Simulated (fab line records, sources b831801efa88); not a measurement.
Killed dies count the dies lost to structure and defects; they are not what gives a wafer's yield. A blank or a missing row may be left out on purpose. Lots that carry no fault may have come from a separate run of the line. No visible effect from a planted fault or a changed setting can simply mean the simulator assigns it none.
What tool caused it?    flow sky130    45 wafers from 15 lots sampled at 5 of the route's 708 steps

== WHAT THE GAUGES READ, wafer by wafer ==
SKY_PWDE_TW_MEAS_10.
lot   measured     on             PWDE_TW
L930  day 3 21:11  film metro-02  378 377 375
L931  day 4 03:41  film metro-02  378 380 377
L932  day 4 04:56  film metro-02  378 377 379
L933  day 4 12:08  film metro-04  377 376 374
L934  day 5 06:45  film metro-01  369 369 370
L936  day 5 12:41  film metro-02  376 375 374
L937  day 5 19:38  film metro-04  376 374 372
L938  day 5 20:20  film metro-02  375 373 376
L940  day 6 10:20  film metro-01  367 367 366
L946  day 7 15:51  film metro-04  377 378 378
L947  day 7 22:11  film metro-01  367 367 368
L948  day 8 03:12  film metro-01  368 372 371
L949  day 8 09:50  film metro-02  374 374 376
L950  day 8 17:08  film metro-01  372 368 371
L951  day 9 02:17  film metro-04  377 377 375

SKY_VT_ADJUST_LVTN_TW_MEAS_10.
lot   measured      on             VT_ADJUST_LVTN_TW
L930  day 6 22:28   film metro-03  244.7 242.2 244.4
L931  day 7 06:32   film metro-03  242.5 242.5 243.8
L932  day 7 09:08   film metro-02  241.8 242.5 241.2
L933  day 7 18:51   film metro-01  235.5 236.5 237.3
L934  day 8 15:58   film metro-02  241.0 241.7 242.0
L936  day 8 22:24   film metro-01  29.6 29.7 29.8
L937  day 9 05:53   film metro-02  30.4 30.4 30.2
L938  day 9 06:26   film metro-02  30.1 30.3 30.2
L940  day 9 23:42   film metro-03  242.1 242.3 243.1
L946  day 11 07:28  film metro-02  244.4 244.6 242.0
L947  day 11 15:08  film metro-02  243.3 243.5 243.1
L948  day 11 22:15  film metro-01  236.2 236.7 237.4
L949  day 12 03:56  film metro-03  241.6 240.5 240.9
L950  day 12 14:03  film metro-02  243.6 242.2 241.9
L951  day 12 22:15  film metro-01  238.4 237.5 238.5

SKY_LDD_N_OVL_MEAS_07.
lot   measured      on          LDD_N_OVL (nm)
L930  day 19 04:02  overlay-01  -0.9 0.0 -0.5
L931  day 19 01:01  overlay-01  2.3 -1.0 0.7
L932  day 19 04:12  overlay-02  0.1 0.3 0.8
L933  day 19 07:03  overlay-02  -1.4 -0.1 0.1
L934  day 19 22:50  overlay-01  0.4 -0.8 2.1
L940  day 22 00:20  overlay-01  -0.1 -2.4 -0.7
L946  day 23 11:16  overlay-02  -1.3 0.1 1.8
L947  day 23 21:50  overlay-02  -0.3 -2.1 -0.9
L948  day 24 10:41  overlay-01  -1.3 -1.5 0.0
L949  day 24 16:26  overlay-02  -0.5 0.5 0.4
L950  day 25 03:41  overlay-01  0.1 0.1 0.7
L951  day 25 17:27  overlay-02  -0.8 0.7 -1.1

SKY_LDD_P_CD_MEAS_07: target cd 380 nm.
lot   measured      on         cd nm (nm)
L930  day 20 11:44  cd sem-02  380.3 381.4 380.4
L931  day 20 09:07  cd sem-01  379.8 379.4 382.7
L932  day 20 11:58  cd sem-01  377.8 380.4 379.8
L933  day 20 14:22  cd sem-01  380.9 380.7 380.9
L934  day 21 05:35  cd sem-01  380.1 379.4 378.8
L940  day 23 07:59  cd sem-02  384.0 385.1 386.9
L946  day 24 17:47  cd sem-01  379.0 380.7 379.4
L947  day 25 04:13  cd sem-02  374.9 376.2 376.5
L948  day 25 16:50  cd sem-01  376.5 376.2 378.2
L949  day 25 22:40  cd sem-01  379.3 377.9 378.1
L950  day 26 10:17  cd sem-01  377.9 377.8 379.0
L951  day 27 00:46  cd sem-02  380.7 380.9 379.3

== EACH LOT AND THE TOOL THAT RAN IT (in order: tool; ch and the chambers of the sampled wafers; start) ==
lot   SKY_VT_ADJUST_LVTN_IMPLANT_08
L930  implanter-01 ch 0, day 6 22:13
L931  implanter-01 ch 0, day 7 06:18
L932  implanter-01 ch 0, day 7 08:54
L933  implanter-04 ch 0, day 7 18:37
L934  implanter-01 ch 0, day 8 15:43
L936  implanter-01, day 8 22:10
L937  implanter-04, day 9 05:39
L938  implanter-03, day 9 06:11
L940  implanter-01 ch 0, day 9 23:27
L946  implanter-03 ch 0, day 11 07:13
L947  implanter-03 ch 0, day 11 14:54
L948  implanter-04 ch 0, day 11 22:00
L949  implanter-03 ch 0, day 12 03:42
L950  implanter-03 ch 0, day 12 13:48
L951  implanter-01 ch 0, day 12 22:01
- SKY_VT_ADJUST_LVTN_IMPLANT_08

== AS READ BY THE TOOLS THEMSELVES (means over the sampled wafers that have a number; for cases with no such wafer, the mark the record gives instead) ==
SKY_VT_ADJUST_LVTN_IMPLANT_08.
lot   tool          beam energy keV  beam on s (s)
L930  implanter-01  29.604           9.86
L931  implanter-01  29.593           9.90
L932  implanter-01  29.606           9.90
L933  implanter-04  29.600           9.95
L934  implanter-01  29.612           9.96
L936  implanter-01  -                -
L937  implanter-04  -                -
L938  implanter-03  -                -
L940  implanter-01  29.609           10.11
L946  implanter-03  29.614           10.23
L947  implanter-03  29.607           10.02
L948  implanter-04  29.603           9.91
L949  implanter-03  29.627           10.11
L950  implanter-03  29.611           9.96
L951  implanter-01  29.612           10.03

== THE ANSWER, worked out from the rows above alone ==
Rule: the usual values come from the lots themselves. Put in order of their means at a reading, lots are off if they are a third of the lots or fewer, leave a main group of 4 or more, and stand apart from it by a gap of 3 or more times the standard deviation of the main group's means; of several such gaps the widest counts. The tables above print the reading to a certain number of digits; a main group whose means all agree to those digits is not used. A lot without any number at a reading at which 4 lots or more have one is off too. All remaining lots with rows at the step are treated as sound. The gauges are gone through in route order, then the tools' own readings, and for those a lot's mean is taken as printed above. At the first step where some lot is off, the reading lying furthest off is the one used; lots without a number count as furthest.
Off: L936, L937, L938, seen at SKY_VT_ADJUST_LVTN_TW_MEAS_10 (VT_ADJUST_LVTN_TW). For the main group the mean is 241.2 and the standard deviation 2.5.
A tool fits if, at a process step before that reading, it ran every lot that is off, and no sound lot after the first of them. The gauges at SKY_VT_ADJUST_LVTN_TW_MEAS_10 aren't tried: what is off there is off at SKY_VT_ADJUST_LVTN_IMPLANT_08 too, on other tools, and a gauge's error can't cause that. Not one of the candidates tried fits.

== WHAT THE SIMULATOR HAD INSERTED ==
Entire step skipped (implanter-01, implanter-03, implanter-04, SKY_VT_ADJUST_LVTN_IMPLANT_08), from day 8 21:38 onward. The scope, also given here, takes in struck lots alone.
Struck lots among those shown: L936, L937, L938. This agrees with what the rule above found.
